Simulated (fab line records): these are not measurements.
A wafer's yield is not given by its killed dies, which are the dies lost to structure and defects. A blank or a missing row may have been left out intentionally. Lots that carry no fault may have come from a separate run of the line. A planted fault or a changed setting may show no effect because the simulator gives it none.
Which tool is to blame? / flow sky130 / 6 lots with 18 wafers sampled at 3 steps, on a route of 708 steps

## WHAT EACH GAUGE READ, for each wafer
SKY_SD_N_CD_MEAS_07: target cd 380 nm.
lot=L215; measured=day 29 03:42; on=cdSem-02; cdNm (nm)=383.0 382.8 382.4
lot=L219; measured=day 30 07:20; on=cdSem-02; cdNm (nm)=383.2 382.0 387.3
lot=L229; measured=day 33 10:55; on=cdSem-01; cdNm (nm)=379.0 378.6 378.1
lot=L231; measured=day 33 22:53; on=cdSem-01; cdNm (nm)=379.5 380.2 380.8
lot=L233; measured=day 34 12:50; on=cdSem-02; cdNm (nm)=377.0 379.3 381.4
lot=L236; measured=day 35 10:34; on=cdSem-02; cdNm (nm)=382.3 382.9 380.9

## WHAT TOOL EACH LOT RAN ON (gives the tool, then ch and the chambers of the sampled wafers, and finally the start)
lot=L215; SKY_LDD_HVN_EXPOSE_04=ilineStepper-02 ch 0, day 20 22:14; SKY_POLY_CUT_STRIP_12=plasmaAsher-03 ch 0,1, day 25 11:43
lot=L219; SKY_LDD_HVN_EXPOSE_04=ilineStepper-02 ch 0, day 22 05:41; SKY_POLY_CUT_STRIP_12=plasmaAsher-04 ch 0,1, day 26 17:22
lot=L229; SKY_LDD_HVN_EXPOSE_04=ilineStepper-01 ch 0, day 25 14:28; SKY_POLY_CUT_STRIP_12=plasmaAsher-04 ch 0,1, day 29 22:07
lot=L231; SKY_LDD_HVN_EXPOSE_04=ilineStepper-01 ch 0, day 26 05:37; SKY_POLY_CUT_STRIP_12=plasmaAsher-04 ch 0,1, day 30 13:00
lot=L233; SKY_LDD_HVN_EXPOSE_04=ilineStepper-02 ch 0, day 26 20:35; SKY_POLY_CUT_STRIP_12=plasmaAsher-04 ch 0,1, day 31 01:12
lot=L236; SKY_LDD_HVN_EXPOSE_04=ilineStepper-02 ch 0, day 27 23:27; SKY_POLY_CUT_STRIP_12=plasmaAsher-04 ch 0,1, day 32 03:20
- SKY_LDD_HVN_EXPOSE_04: exposes mask HVNTM, target cd 700 nm.
- SKY_POLY_CUT_STRIP_12: strips in O2/N2.

## THE ANSWER, worked out from the rows above alone
Rule: the lots themselves supply what counts as usual. Put in order of their means at a reading, lots are off if they are a third of the lots or fewer, leave a main group of 4 or more, and stand apart from it by a gap of 3 or more times the standard deviation of the main group's means; of several such gaps the widest counts. A main group whose means are all the same, to the digits that the tables above print for the reading, isn't used. A lot without any number at a reading at which 4 lots or more have one is off too. All remaining lots with rows at the step are treated as sound.
Across all readings shown, no lot is off: no conclusion can be drawn from this.

## WHAT THE SIMULATOR PUT IN
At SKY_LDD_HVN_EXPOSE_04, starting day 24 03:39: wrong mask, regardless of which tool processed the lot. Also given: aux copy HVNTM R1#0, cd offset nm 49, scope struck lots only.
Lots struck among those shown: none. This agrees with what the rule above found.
